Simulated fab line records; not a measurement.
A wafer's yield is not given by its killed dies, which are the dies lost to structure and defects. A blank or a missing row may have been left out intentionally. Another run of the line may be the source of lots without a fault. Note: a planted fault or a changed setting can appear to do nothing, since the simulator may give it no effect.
2 desks looking at one fault / flow gf180mcu / every desk sees just its own numbers, and what lay behind them comes last

## FOR THE TOOL OWNER'S DESK: lpcvd-01
The tool's own readings at GF_STI_CVD_03 (deposits Si3N4 from DCS/NH3, target thk 207.16 nm, time 3551 s): means of the sampled wafers that have a number, for each lot that ran on this tool. Any lot whose mean is over 4 standard deviations away from the usual mean is out of limits and marked OUT; that distance is given in the brackets.
Columns: A = spike-tc-bottom-C at GF_STI_CVD_03, usual 792 C; B = spike-tc-centre-C at GF_STI_CVD_03, usual 770.3 C; C = spike-tc-lower-C at GF_STI_CVD_03, usual 770.4 C; D = spike-tc-upper-C at GF_STI_CVD_03, usual 770.2 C; E = susceptor-temp-C at GF_STI_CVD_03, usual 770.0 C; F = zone-power-upper-pct at GF_STI_CVD_03, usual 12.6 %
lot=L869; first seen here=day 1 11:44; A=796; B=769.0; C=771.2; D=771.0; E=769.8; F=14.1
lot=L876; first seen here=day 3 01:54; A=798; B=770.0; C=772.2; D=770.2; E=769.9; F=14.2
lot=L878; first seen here=day 3 09:32; A=797; B=769.4; C=770.5; D=770.2; E=769.8; F=14.4
lot=L880; first seen here=day 3 19:32; A=797; B=769.6; C=771.4; D=770.9; E=769.6; F=14.3
lot=L881; first seen here=day 3 23:34; A=791; B=771.2; C=769.1; D=768.3; E=769.8; F=11.9
lot=L883; first seen here=day 4 09:34; A=780; B=759.4 (-9.1) OUT; C=758.7 (-11) OUT; D=757.0 (-8.8) OUT; E=758.8 (-32) OUT; F=11.8
This desk's finding: out of limits on L883; first on L883, day 4 09:34 (spike-tc-centre-C at GF_STI_CVD_03). Within limits: L869, L876, L878, L880, L881.

## METROLOGY DESK
Lot by lot, what the gauges showed, no matter which tool ran the lot: averages of those sampled wafers that carry a number. Any lot whose mean is over 4 standard deviations away from the usual mean is out of limits and marked OUT; that distance is given in the brackets.
Columns: A = STI_CVD_03_THK at GF_STI_THK_MEAS_04, usual 206.3 nm; B = LVPWELL_OVL at GF_LVPWELL_OVL_MEAS_07, usual -1.1 nm; C = LVPWELL_TW at GF_LVPWELL_TW_MEAS_11, usual 566; D = MVPSD_OVL at GF_MVPSD_OVL_MEAS_07, usual 1.0 nm
lot=L869; first seen here=day 1 13:44; A=205.7; B=-2.3; C=561; D=0.1
lot=L871; first seen here=day 1 23:34; A=208.9; B=-2.5; C=571; D=-0.1
lot=L872; first seen here=day 2 04:34; A=209.1; B=-0.2; C=562; D=1.5
lot=L874; first seen here=day 2 17:47; A=210.3; B=-1.3; C=558; D=-0.1
lot=L876; first seen here=day 3 03:53; A=207.5; B=0.6; C=572; D=-0.6
lot=L877; first seen here=day 3 06:44; A=205.9; B=-0.5; C=573; D=0.8
lot=L878; first seen here=day 3 11:32; A=200.6; B=-1.9; C=571; D=2.8
lot=L880; first seen here=day 3 21:32; A=205.0; B=0.2; C=559; D=0.4
lot=L881; first seen here=day 4 01:34; A=204.1; B=0.4; C=561; D=1.8
lot=L883; first seen here=day 4 11:34; A=164.8 (-17) OUT; B=-2.0; C=568; D=3.6
lot=L885; first seen here=day 4 22:35; A=205.6; B=-1.5; C=570; D=-1.8
lot=L892; first seen here=day 6 08:49; A=205.1; B=1.0; C=564; D=2.1
This desk reports L883 out of limits; the earliest was L883 at day 4 11:34 (STI_CVD_03_THK at GF_STI_THK_MEAS_04). Within limits: L869, L871, L872, L874, L876, L877, L878, L880, L881, L885, L892.

## PUT TOGETHER
The tool owner's desk could have raised an alarm at day 4 09:34, on L883.
On L883, the metrology desk was in a position to raise an alarm at day 4 11:34.
All the named lots went through GF_STI_CVD_03 on lpcvd-01.

## WHAT THE SIMULATOR HAD INSERTED
lpcvd-01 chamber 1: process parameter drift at GF_STI_CVD_03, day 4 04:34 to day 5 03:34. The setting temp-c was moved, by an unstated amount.
Shown lots that were struck: L883.
Delay (hours) between the fault's onset and each desk's first out-of-limits reading: 5 at the tool owner's desk, 7 at the metrology desk.
